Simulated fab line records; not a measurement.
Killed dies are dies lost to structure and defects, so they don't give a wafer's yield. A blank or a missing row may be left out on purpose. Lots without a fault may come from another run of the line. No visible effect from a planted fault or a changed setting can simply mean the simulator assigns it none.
Split-lot study ; flow sky130 ; on a route of 708 steps: 5 lots, 23 wafers read

== SPLIT DETAILS ==
At SKY_SD_N_COAT_02 (resist thk 1140 nm), the setting resistThkNm was moved away from the recipe's 1140 nm on 7 of the 23 wafers read, by -5.0% to +1.6%. The other wafers ran this setting at the recipe's value.

The reading is taken at the split's own step.

== THE READING ==
NOVOLAK_of_SD_N_COAT_02.thkNm (the simulator's own value, which no gauge read), in nm, at SKY_SD_N_COAT_02 (resist thk 1140 nm). There is no usual value for it anywhere in the file. Average 1137 nm, standard deviation 3.3 nm, over the 16 wafers here run with the recipe.

wafer;tool, chamber at the split;resistThkNm as run, nm;against the recipe;NOVOLAK_of_SD_N_COAT_02.thkNm, nm;against lot-mates on the recipe
L076.2;lithoTrack-02, 0;1140;recipe;1141;-
L076.3;lithoTrack-02, 0;1140;recipe;1139;-
L076.4;lithoTrack-02, 0;1140;recipe;1139;-
L076.5;lithoTrack-02, 0;1158;+1.6%;1153;+13
L076.6;lithoTrack-02, 0;1158;+1.6%;1151;+11
L079.1;lithoTrack-01, 0;1140;recipe;1131;-
L079.2;lithoTrack-01, 0;1140;recipe;1131;-
L079.3;lithoTrack-01, 0;1140;recipe;1133;-
L079.5;lithoTrack-01, 0;1140;recipe;1133;-
L079.4;lithoTrack-01, 0;1140;recipe;1134;-
L081.1;lithoTrack-04, 0;1140;recipe;1139;-
L081.2;lithoTrack-04, 0;1140;recipe;1140;-
L081.6;lithoTrack-04, 0;1140;recipe;1140;-
L080.1;lithoTrack-02, 0;1140;recipe;1138;-
L080.3;lithoTrack-02, 0;1140;recipe;1139;-
L080.4;lithoTrack-02, 0;1103;-3.2%;1103;-36
L080.5;lithoTrack-02, 0;1140;recipe;1140;-
L080.6;lithoTrack-02, 0;1103;-3.2%;1102;-37
L085.1;lithoTrack-01, 0;1083;-5.0%;1081;-56
L085.5;lithoTrack-01, 0;1083;-5.0%;1081;-56
L085.2;lithoTrack-01, 0;1083;-5.0%;1082;-56
L085.4;lithoTrack-01, 0;1140;recipe;1136;-
L085.6;lithoTrack-01, 0;1140;recipe;1139;-

FIT RESULTS
A straight line over all 23 wafers: NOVOLAK_of_SD_N_COAT_02.thkNm changes by +10.9 nm for each +1% of resistThkNm; r = +0.99; the points scatter about the line by 3 nm.
The same after taking each lot's own level away (the mean of its wafers on the recipe; 23 wafers): +10.9 nm for each +1%; r = +1.00; scatter 1.8 nm.
According to that fit, moving resistThkNm by its largest amount changes the reading by 55 nm.
Measured against the standard deviation above, the lots' own levels, which go from 1132.4 to 1139.7 nm, span 2.2 times it.
Hence the lot-to-lot level has little effect on the slope; both slopes agree.
Check: with one of the wafers moved furthest among these (-5.0%) left out of the fit, the line predicts -55 nm for it against its lot-mates. Against them it came out at -56.5 nm.

== OTHER SPLITS APPLIED TO THESE WAFERS ==
These wafers also went through other splits before the reading. Each is held against what the fit with the lots' levels taken away leaves over:
other split on the same wafers;wafers away from the commonest value;r with NOVOLAK_of_SD_N_COAT_02.thkNm (lot level and that fit taken away)
SKY_POLY_CUT_EXPOSE_05 doseMj;7;+0.17
SKY_SD_P_DEVELOP_06 devTempC;8;-0.41
SKY_RES_XHIGH_COAT_02 resistThkNm;9;+0.32
SKY_RES_XHIGH_IMPLANT_07 energyKev;5;-0.12

== THE WHOLE CHAIN: every reading that the file lists as answering this split, in the file's order ==
step;what it does;reading;change (the file's fit);r (the file's)
SKY_SD_N_COAT_02;resist thk 1140 nm;NOVOLAK_of_SD_N_COAT_02.thkNm (the simulator's own value, which no gauge read);+11.1 nm for each +1% of the setting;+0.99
SKY_SD_N_STRIP_11;strips in O2/N2;stripTimeToEndpointS;withheld for each +1% of the setting, in a fit together with powerW@SD_N_STRIP_11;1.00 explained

== THE FILE'S OWN FIT ==
NOVOLAK_of_SD_N_COAT_02.thkNm changes by +11.1 nm for each +1% of resistThkNm, r = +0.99.
